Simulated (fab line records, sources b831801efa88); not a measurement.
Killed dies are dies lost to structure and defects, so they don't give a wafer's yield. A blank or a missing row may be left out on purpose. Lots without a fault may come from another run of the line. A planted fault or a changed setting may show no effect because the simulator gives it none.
Which tool did it? | flow sky130 | 13 lots, 39 wafers sampled, at 3 steps of a route of 708

WHAT THE GAUGES READ, wafer by wafer
SKY_CONTACT_BOW_MEAS_05.
lot  | measured     | on            | CONTACT_BOW (um)
L892 | day 30 12:28 | film_metro-04 | 91 68 82
L893 | day 30 20:19 | film_metro-02 | 76 73 83
L895 | day 31 17:24 | film_metro-04 | 66 79 77
L897 | day 31 18:10 | film_metro-03 | 74 89 74
L899 | day 32 13:22 | film_metro-04 | 83 77 68
L900 | day 33 00:59 | film_metro-04 | 87 80 84
L901 | day 33 07:20 | film_metro-02 | 79 73 82
L903 | day 34 02:54 | film_metro-02 | 88 79 88
L908 | day 35 08:49 | film_metro-03 | 77 77 82
L909 | day 36 01:38 | film_metro-04 | 75 88 72
L911 | day 36 15:01 | film_metro-04 | 89 87 84
L914 | day 37 08:19 | film_metro-04 | 71 74 84
L915 | day 37 12:02 | film_metro-02 | 89 94 79

WHICH TOOL RAN EACH LOT (tool, then ch and the chambers of the sampled wafers, then the start)
lot  | SKY_VT_ADJUST_LVTN_STRIP_09          | SKY_POLY_GATE_SOFTBAKE_09
L892 | plasma_asher-03 ch 0,1, day 6 21:25  | litho_track-01 ch 0, day 15 22:00
L893 | plasma_asher-01 ch 0,1, day 7 04:28  | litho_track-04 ch 0, day 16 04:00
L895 | plasma_asher-03 ch 0, day 7 16:28    | litho_track-02 ch 0, day 17 02:00
L897 | plasma_asher-03 ch 1, day 8 03:40    | litho_track-01 ch 0, day 17 05:00
L899 | plasma_asher-04 ch 0,1, day 8 17:23  | litho_track-04 ch 0, day 18 00:00
L900 | plasma_asher-03 ch 0,1, day 8 22:04  | litho_track-01 ch 0, day 18 12:00
L901 | plasma_asher-03 ch 0,1, day 9 04:04  | litho_track-01 ch 0, day 18 19:00
L903 | plasma_asher-04 ch 0,1, day 9 19:10  | litho_track-04 ch 0, day 19 16:00
L908 | plasma_asher-03 ch 0,1, day 11 03:46 | litho_track-02 ch 0, day 21 11:00
L909 | plasma_asher-03 ch 0,1, day 11 13:04 | litho_track-01 ch 0, day 22 00:00
L911 | plasma_asher-04 ch 0,1, day 12 06:52 | litho_track-02 ch 0, day 22 18:00
L914 | plasma_asher-01 ch 0,1, day 12 21:07 | litho_track-02 ch 0, day 23 14:00
L915 | plasma_asher-01 ch 1, day 13 01:22   | litho_track-02 ch 0, day 23 19:00
- SKY_VT_ADJUST_LVTN_STRIP_09: strips in O2/N2.
- SKY_POLY_GATE_SOFTBAKE_09: time 90 s.

WHAT THE TOOLS THEMSELVES READ (means of the sampled wafers that have a number; where no wafer has one, the mark that the record gives instead)
SKY_VT_ADJUST_LVTN_STRIP_09.
lot  | tool            | drypump_motor_current_A (A) | oes_product_au (a.u.) | strip_time_to_endpoint_s (s)
L892 | plasma_asher-03 | 5.9                         | 0.718                 | 36.90
L893 | plasma_asher-01 | 5.5                         | 0.722                 | 36.88
L895 | plasma_asher-03 | 6.7                         | 0.723                 | 36.82
L897 | plasma_asher-03 | 5.6                         | 0.723                 | 36.98
L899 | plasma_asher-04 | 6.1                         | 0.727                 | 36.81
L900 | plasma_asher-03 | 6.3                         | 0.717                 | 36.91
L901 | plasma_asher-03 | 5.9                         | 0.721                 | 37.08
L903 | plasma_asher-04 | 6.1                         | 0.719                 | 36.77
L908 | plasma_asher-03 | 6.3                         | 0.720                 | 36.83
L909 | plasma_asher-03 | 5.9                         | 0.724                 | 37.02
L911 | plasma_asher-04 | 6.1                         | 0.722                 | 37.01
L914 | plasma_asher-01 | 5.5                         | 0.719                 | 36.66
L915 | plasma_asher-01 | 5.6                         | 0.723                 | 36.92

SKY_POLY_GATE_SOFTBAKE_09.
lot  | tool           | heater_power_total_W (W) | plate_temp_C (C)
L892 | litho_track-01 | 57.31                    | 99.96
L893 | litho_track-04 | 57.31                    | 100.15
L895 | litho_track-02 | 57.39                    | 100.06
L897 | litho_track-01 | 57.25                    | 99.98
L899 | litho_track-04 | 57.49                    | 100.06
L900 | litho_track-01 | 51.97                    | 93.40
L901 | litho_track-01 | 51.99                    | 93.14
L903 | litho_track-04 | 57.41                    | 100.12
L908 | litho_track-02 | 57.39                    | 99.92
L909 | litho_track-01 | 57.42                    | 100.14
L911 | litho_track-02 | 57.37                    | 100.04
L914 | litho_track-02 | 57.39                    | 100.07
L915 | litho_track-02 | 57.30                    | 100.10

THE ANSWER, worked out from the rows above alone
Rule: what is usual is taken from the lots themselves. Put in order of their means at a reading, lots are off if they are a third of the lots or fewer, leave a main group of 4 or more, and stand apart from it by a gap of 3 or more times the standard deviation of the main group's means; of several such gaps the widest counts. A main group whose means are all the same, to the digits that the tables above print for the reading, isn't used. A lot without any number at a reading at which 4 lots or more have one is off too. The other lots that the step has rows for count as sound. The gauges are gone through in route order, then the tools' own readings, and for those a lot's mean is taken as printed above. The first step at which some lot is off is used, and at that step the reading that is off furthest; a lot without a number counts as furthest.
Off: L900, L901, at SKY_POLY_GATE_SOFTBAKE_09 (plate_temp_C). The main group: mean 100.05 C, standard deviation 0.071.
A tool fits if, at that step or a process step before it, it ran every lot that is off, and no sound lot after the first of them. None of those tried fits.

WHAT THE SIMULATOR HAD PUT IN
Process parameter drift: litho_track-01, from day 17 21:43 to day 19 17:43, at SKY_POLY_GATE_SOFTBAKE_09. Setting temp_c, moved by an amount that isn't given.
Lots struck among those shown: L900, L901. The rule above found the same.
